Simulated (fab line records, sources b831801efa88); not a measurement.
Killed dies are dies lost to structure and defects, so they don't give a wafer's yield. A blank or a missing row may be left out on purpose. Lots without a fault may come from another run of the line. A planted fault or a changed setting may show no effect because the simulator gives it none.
Tool commonality check | flow gf180mcu | 10 lots, 33 wafers sampled

WHY IT WAS OPENED
At GF_STI_THK_MEAS_04 the reading STI_CVD_03_THK is flagged on 1 of 10 lots. Wafers without a fault read 208.3 nm, standard deviation 1.8.
Rule: a lot is flagged when every wafer of it that has a number lies more than 4 standard deviations from that mean, or none has a number. The other lots count as sound.

lot  | measured    | on            | STI_CVD_03_THK (nm), wafer by wafer | flag
L575 | day 1 18:05 | film_metro-03 | 209.1 208.1 208.8                   |
L581 | day 2 19:34 | film_metro-03 | 210.0 209.1 207.8                   |
L582 | day 3 00:41 | film_metro-04 | 207.4 206.1 206.2                   |
L584 | day 3 11:50 | film_metro-01 | 206.9 208.9 205.3                   |
L589 | day 4 13:22 | film_metro-01 | 204.5 206.1 204.9                   |
L590 | day 4 16:38 | film_metro-03 | 206.0 207.2 206.7                   |
L591 | day 4 21:35 | film_metro-04 | 210.1 208.6 208.5                   |
L592 | day 5 03:33 | film_metro-01 | 234.3 233.9 235.2 234.5 234.2 235.5 | FLAGGED
L593 | day 5 08:21 | film_metro-03 | 207.2 209.2 209.9                   |
L595 | day 5 23:19 | film_metro-04 | 205.5 208.0 207.9                   |
The numbers of the flagged lots are 234.6 nm on average: +26.3 nm against the usual, or +15 standard deviations.

WHICH TOOL RAN EACH LOT
The record holds 1 process step before the reading, out of a route of 602 steps. In each cell: the tool, then ch and the chambers that the sampled wafers went through, then the start.
lot  | flag    | GF_STI_CVD_03
L575 |         | lpcvd-02 ch 1, day 1 16:05
L581 |         | lpcvd-02 ch 0, day 2 17:34
L582 |         | lpcvd-01 ch 1, day 2 22:43
L584 |         | lpcvd-01 ch 1, day 3 09:49
L589 |         | lpcvd-02 ch 0, day 4 11:23
L590 |         | lpcvd-01 ch 0, day 4 14:40
L591 |         | lpcvd-01 ch 1, day 4 19:34
L592 | FLAGGED | lpcvd-01 ch 0, day 5 01:34
L593 |         | lpcvd-02 ch 1, day 5 06:20
L595 |         | lpcvd-02 ch 1, day 5 21:20
What these steps do:
- GF_STI_CVD_03: deposits Si3N4 from DCS/NH3, target thk 207.16 nm, time 3551 s.
- GF_STI_THK_MEAS_04

FLAGGED OVER TOTAL, TOOL BY TOOL (the gauges that took the reading come last)
step               | tool          | lots run | flagged | share of the flagged lots | sound lots run after its first flagged lot
GF_STI_CVD_03      | lpcvd-01      | 5        | 1       | all                       | 0
GF_STI_CVD_03      | lpcvd-02      | 5        | 0       | none                      | -
GF_STI_THK_MEAS_04 | film_metro-01 | 3        | 1       | all                       | 0
GF_STI_THK_MEAS_04 | film_metro-03 | 4        | 0       | none                      | -
GF_STI_THK_MEAS_04 | film_metro-04 | 3        | 0       | none                      | -

WHAT THE TABLE ALLOWS
2 rows of the table ran every flagged lot: lpcvd-01 at GF_STI_CVD_03, film_metro-01 at GF_STI_THK_MEAS_04.
- lpcvd-01 at GF_STI_CVD_03: 1 of its 5 lots flagged. Its last sound lot is L591 (day 4 19:34), its first flagged lot L592 (day 5 01:34): a fault that began between those two fits. Its own readings lie more than 4 standard deviations out on every wafer of the flagged lots: spike_tc_upper_C, susceptor_temp_C.
- film_metro-01 at GF_STI_THK_MEAS_04: 1 of its 3 lots flagged. Its last sound lot is L589 (day 4 13:22), its first flagged lot L592 (day 5 03:33): a fault that began between those two fits.
Counting lots can't tell these 2 tools apart, because each fits a fault that began at some hour. More lots, or a look at what each step does to the wafer, might.

WHAT THE SIMULATOR HAD PUT IN
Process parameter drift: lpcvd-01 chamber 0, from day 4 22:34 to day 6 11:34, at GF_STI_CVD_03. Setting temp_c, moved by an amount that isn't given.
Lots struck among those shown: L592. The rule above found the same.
